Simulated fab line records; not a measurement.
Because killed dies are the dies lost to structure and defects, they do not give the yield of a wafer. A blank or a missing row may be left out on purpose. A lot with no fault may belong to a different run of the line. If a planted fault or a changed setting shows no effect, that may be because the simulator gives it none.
fab line records + flow sky130
[record]
- lots = 6
- wafers = 18
- lastDay = 49
route steps=708 shown VT_ADJUST_HVTR@135 VT_ADJUST_PCH@143
lots that met no fault: from a run of the same line without faults
startH: hours from the record's opening day to when the first of the lot's shown wafers began + waitH: hours elapsed since this lot's preceding step + " same as the row above + L1.1+2: one row covering several wafers at once + - no value, or no start given + * or withheld: withheld + < > ~ a bound
route shown NAME@n: names a module that has steps shown in the file, with the first one's number in the route + usual: the fault-free wafers' mean and standard deviation + same: alike in all rows + chamber/n: place in a boat + sites: each site's reading + _std_site: standard deviation across them + _edge_site: outer sites' mean less inner sites' + radiusMm: how far each site lies from the wafer's centre + mask NAME#n: copy n + behind: tool/chamber where the wafer was last shaped + hold: why the lot was held/for how many hours/how that ended + device: the n, p or np transistor that did not switch + end of line: at the end of the route, the tests of the same wafers + step lacking rows: just its recipe + killed: count of dies lost to structure and defects at first sort (not the wafer's yield) + map: a wafer's dies, marking killed ones x, the rest . and places with no die _
set.NAME: the setting that was run; set.NAME@STEP: the one run at that earlier step + model.NAME: the simulator's own value behind a step, which no gauge read
certain route steps with their lots: each step a table, each wafer a row
services: the hour from which a tool's chamber was out of use, counted from the record's first day as startH (under 0 if before that day), plus the number of hours and why
[[steps]]
[step SKY_VT_ADJUST_HVTR_EXPOSE_04]
[recipe]
- maskId = HVTRM
- targetCdNm = 380
- na = 0.6
- sourceShape = conventional
- sigmaOuter = 0.6
- doseMj = 150
[step SKY_VT_ADJUST_HVTR_PEB_05]
[recipe]
- tempC = withheld
- timeS = *
- resist = NOVOLAK
[step SKY_VT_ADJUST_HVTR_DEVELOP_06]
[recipe]
- developTimeS = 60
- devTempC = 23
[step SKY_VT_ADJUST_HVTR_CD_MEAS_07]
[recipe]
- targetCdNm = 380
[usual]
- cdNm = 378.4/2.7
| lot.wafer | tool     | chamber | startH | waitH | cdNm  |
|-----------|----------|---------|--------|-------|-------|
| L876.2    | cdSem-01 | -       | 203.67 | 0.1   | 381.1 |
| L876.3    | "        | -       | "      | "     | 381.3 |
| L876.5    | "        | -       | "      | "     | 380.5 |
| L877.3    | cdSem-01 | -       | 212.04 | 0.1   | 378.1 |
| L877.4    | "        | -       | "      | "     | 379.0 |
| L877.5    | "        | -       | "      | "     | 381.6 |
| L890.1    | cdSem-01 | -       | 308.38 | 0.1   | 374.1 |
| L890.4    | "        | -       | "      | "     | 373.9 |
| L890.5    | "        | -       | "      | "     | 374.1 |
| L891.1    | cdSem-02 | -       | 311.10 | 0.1   | 374.6 |
| L891.3    | "        | -       | "      | "     | 376.9 |
| L891.4    | "        | -       | "      | "     | 378.3 |
| L892.4    | cdSem-01 | -       | 319.84 | 0.1   | 378.3 |
| L892.5    | "        | -       | "      | "     | 377.1 |
| L892.6    | "        | -       | "      | "     | 375.3 |
| L893.1    | cdSem-02 | -       | 328.10 | 0.1   | 379.3 |
| L893.4    | "        | -       | "      | "     | 380.2 |
| L893.6    | "        | -       | "      | "     | 381.0 |
[step SKY_VT_ADJUST_HVTR_OVL_MEAS_08]
[usual]
- VT_ADJUST_HVTR_OVL = -0.1/1.5
| lot.wafer | tool       | chamber | startH | waitH | VT_ADJUST_HVTR_OVL[nm] |
|-----------|------------|---------|--------|-------|------------------------|
| L876.2    | overlay-01 | -       | 203.77 | 0.1   | 0.1                    |
| L876.3    | "          | -       | "      | "     | 0.9                    |
| L876.5    | "          | -       | "      | "     | 1.1                    |
| L877.3    | overlay-02 | -       | 212.13 | 0.1   | 2.5                    |
| L877.4    | "          | -       | "      | "     | 0.2                    |
| L877.5    | "          | -       | "      | "     | 0.4                    |
| L890.1    | overlay-01 | -       | 308.50 | 0.1   | 0.3                    |
| L890.4    | "          | -       | "      | "     | -0.1                   |
| L890.5    | "          | -       | "      | "     | -0.7                   |
| L891.1    | overlay-01 | -       | 311.22 | 0.1   | -1.8                   |
| L891.3    | "          | -       | "      | "     | -1.0                   |
| L891.4    | "          | -       | "      | "     | 0.5                    |
| L892.4    | overlay-02 | -       | 319.92 | 0.1   | 0.4                    |
| L892.5    | "          | -       | "      | "     | -1.0                   |
| L892.6    | "          | -       | "      | "     | -1.6                   |
| L893.1    | overlay-01 | -       | 328.22 | 0.1   | 1.7                    |
| L893.4    | "          | -       | "      | "     | -1.2                   |
| L893.6    | "          | -       | "      | "     | -0.3                   |
[step SKY_VT_ADJUST_HVTR_IMPLANT_09]
[recipe]
- species = B
- energyKev = 10
- doseCm2 = 2.1e+12
- tiltDeg = withheld
[step SKY_VT_ADJUST_HVTR_STRIP_10]
[recipe]
- chemistry = O2/N2
- powerW = 1400
- pressureMtorr = 1500
- platenTempC = withheld
- o2FlowSccm = 3000
- n2FlowSccm = 300
- overashFraction = 0.5
[usual]
- drypumpMotorCurrentA = 5.6/0.56
- oesProductAu = 0.715/0.0046
- stripTimeToEndpointS = 14.19/0.04
| lot.wafer | tool           | chamber | startH | waitH | drypumpMotorCurrentA | oesProductAu | rfHoursCounterH | stripTimeToEndpointS |
|-----------|----------------|---------|--------|-------|----------------------|--------------|-----------------|----------------------|
| L876.2    | plasmaAsher-04 | 1       | 203.95 | 0.1   | 6.0                  | 0.720        | 40              | 14.13                |
| L876.3    | "              | 1       | "      | "     | 6.0                  | 0.712        | -               | 14.12                |
| L876.5    | "              | 0       | "      | "     | 5.7                  | 0.726        | -               | 14.14                |
| L877.3    | plasmaAsher-02 | 0       | 212.34 | 0.1   | 6.6                  | 0.708        | -               | 14.19                |
| L877.4    | "              | 1       | "      | "     | 5.8                  | 0.721        | -               | 14.20                |
| L877.5    | "              | 1       | "      | "     | 5.7                  | 0.716        | -               | 14.16                |
| L890.1    | plasmaAsher-04 | 1       | 308.69 | 0.1   | 6.0                  | 0.718        | 50              | 14.21                |
| L890.4    | "              | 1       | "      | "     | 6.0                  | 0.719        | -               | 14.23                |
| L890.5    | "              | 1       | "      | "     | 6.0                  | 0.719        | -               | 14.14                |
| L891.1    | plasmaAsher-02 | 1       | 311.41 | 0.1   | 5.8                  | 0.717        | 58              | 14.21                |
| L891.3    | "              | 1       | "      | "     | 5.8                  | 0.716        | -               | 14.23                |
| L891.4    | "              | 0       | "      | "     | 6.6                  | 0.712        | -               | 14.21                |
| L892.4    | plasmaAsher-02 | 0       | 320.12 | 0.1   | 6.6                  | 0.713        | -               | 14.23                |
| L892.5    | "              | 0       | "      | "     | 6.5                  | 0.709        | -               | 14.24                |
| L892.6    | "              | 1       | "      | "     | 5.8                  | 0.709        | -               | 14.21                |
| L893.1    | plasmaAsher-04 | 1       | 328.41 | 0.1   | 6.0                  | 0.711        | 52              | 14.22                |
| L893.4    | "              | 0       | "      | "     | 5.6                  | 0.702        | -               | 14.21                |
| L893.6    | "              | 0       | "      | "     | 5.6                  | 0.717        | -               | 14.14                |
[step SKY_VT_ADJUST_HVTR_TW_MEAS_11]
[usual]
- VT_ADJUST_HVTR_TW = 210.7/2.4
| lot.wafer | tool         | chamber | startH | waitH | VT_ADJUST_HVTR_TW |
|-----------|--------------|---------|--------|-------|-------------------|
| L876.2    | filmMetro-01 | -       | 204.06 | 0.1   | 213.8             |
| L876.3    | "            | -       | "      | "     | 213.5             |
| L876.5    | "            | -       | "      | "     | 213.5             |
| L877.3    | filmMetro-03 | -       | 212.43 | 0.1   | 211.0             |
| L877.4    | "            | -       | "      | "     | 212.6             |
| L877.5    | "            | -       | "      | "     | 211.8             |
| L890.1    | filmMetro-04 | -       | 308.79 | 0.1   | 209.1             |
| L890.4    | "            | -       | "      | "     | 208.4             |
| L890.5    | "            | -       | "      | "     | 207.5             |
| L891.1    | filmMetro-04 | -       | 311.51 | 0.1   | 208.0             |
| L891.3    | "            | -       | "      | "     | 209.4             |
| L891.4    | "            | -       | "      | "     | 208.0             |
| L892.4    | filmMetro-01 | -       | 320.22 | 0.1   | 212.9             |
| L892.5    | "            | -       | "      | "     | 213.2             |
| L892.6    | "            | -       | "      | "     | 213.9             |
| L893.1    | filmMetro-04 | -       | 328.51 | 0.1   | 208.1             |
| L893.4    | "            | -       | "      | "     | 207.9             |
| L893.6    | "            | -       | "      | "     | 208.2             |
[step SKY_VT_ADJUST_PCH_DEHYDRATE_00]
[recipe]
- tempC = 200
- timeS = 60
[step SKY_VT_ADJUST_PCH_HMDS_01]
[recipe]
- primeTimeS = 60
- primeTempC = 120
[step SKY_VT_ADJUST_PCH_COAT_02]
[recipe]
- spinRpm = 2000
- resistThkNm = 3000
[step SKY_VT_ADJUST_PCH_SOFTBAKE_03]
[recipe]
- tempC = 110
- timeS = withheld
[step SKY_VT_ADJUST_PCH_EXPOSE_04]
[recipe]
- maskId = NWM
- na = 0.6
- sourceShape = conventional
- sigmaOuter = 0.6
- polarization = unpolarized
- targetCdNm = 840
- doseMj = 255
[usual]
- exposureDoseMJCm2 = 255.01/0.24
- focusOffsetNm = -0.1/0.49
| lot.wafer | tool            | chamber | startH | waitH | mask  | exposureDoseMJCm2 | focusOffsetNm |
|-----------|-----------------|---------|--------|-------|-------|-------------------|---------------|
| L876.2    | ilineStepper-02 | 0       | 214.90 | -     | NWM#0 | 254.77            | -0.5          |
| L876.3    | "               | 0       | "      | "     | NWM#0 | 254.48            | -0.4          |
| L876.5    | "               | 0       | "      | "     | NWM#0 | 254.62            | -0.1          |
| L877.3    | ilineStepper-01 | 0       | 223.46 | -     | NWM#0 | 255.10            | 0.0           |
| L877.4    | "               | 0       | "      | "     | NWM#0 | 255.40            | -0.3          |
| L877.5    | "               | 0       | "      | "     | NWM#0 | 255.09            | 0.6           |
| L890.1    | ilineStepper-01 | -       | 320.84 | -     | NWM#0 | -                 | -             |
| L890.4    | "               | -       | "      | "     | NWM#0 | -                 | -             |
| L890.5    | "               | -       | "      | "     | NWM#0 | -                 | -             |
| L891.1    | ilineStepper-01 | -       | 323.89 | -     | NWM#0 | -                 | -             |
| L891.3    | "               | -       | "      | "     | NWM#0 | -                 | -             |
| L891.4    | "               | -       | "      | "     | NWM#0 | -                 | -             |
| L892.4    | ilineStepper-02 | 0       | 334.24 | -     | NWM#0 | 255.02            | -0.4          |
| L892.5    | "               | 0       | "      | "     | NWM#0 | 255.12            | 0.1           |
| L892.6    | "               | 0       | "      | "     | NWM#0 | 255.48            | -0.2          |
| L893.1    | ilineStepper-02 | 0       | 341.79 | -     | NWM#0 | 255.01            | 0.3           |
| L893.4    | "               | 0       | "      | "     | NWM#0 | 254.57            | -0.2          |
| L893.6    | "               | 0       | "      | "     | NWM#0 | 255.24            | -0.4          |
[step SKY_VT_ADJUST_PCH_PEB_05]
[recipe]
- tempC = 115
- timeS = withheld
[[services]]
| tool            | chamber | startH | hours | kind        |
|-----------------|---------|--------|-------|-------------|
| ilineStepper-02 | -       | 185.54 | 1.7   | pm          |
| plasmaAsher-04  | -       | 187.54 | 1.2   | repair      |
| plasmaAsher-04  | -       | 192.15 | 0.5   | repair      |
| plasmaAsher-02  | -       | 227.51 | 12.0  | repair      |
| plasmaAsher-04  | -       | 249.11 | 2.8   | pm          |
| ilineStepper-01 | -       | 259.29 | 8.9   | pm          |
| ilineStepper-02 | 0       | 280.37 | -     | calibration |
| ilineStepper-01 | -       | 303.13 | 1.7   | pm          |
| ilineStepper-01 | 0       | 320.25 | -     | calibration |
| plasmaAsher-04  | -       | 325.94 | 1.6   | repair      |
[[key]]
[firstSign]
- step = SKY_VT_ADJUST_PCH_EXPOSE_04
- reading = toolRecord
- direction = missing
effect none on later readings
metAt SKY_VT_ADJUST_PCH_EXPOSE_04
struckWafers L890.1,L890.4,L890.5,L891.1,L891.3,L891.4
sortLeftOut L890.1,L890.4,L890.5,L891.1,L891.3,L891.4
testerLeftOut L890,L891
onsetBetween 223.46 320.84
[fault]
- kind = skippedStepWhole
- tool = ilineStepper-01
- chamber = -
- onsetH = 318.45
- steps = SKY_VT_ADJUST_PCH_EXPOSE_04
- scope = struckLotsOnly
// testerLeftOut: of these lots the tester's yield and bins aren't shown, on N5 and GAA mostly nor the transistor test; their killed dies are dies lost to structure and defects alone, not to doping, threshold or leakage, so they don't give the yield
// sortLeftOut: the simulated sort isn't trusted on such a fault, so these wafers' sort isn't shown, and their yield isn't known
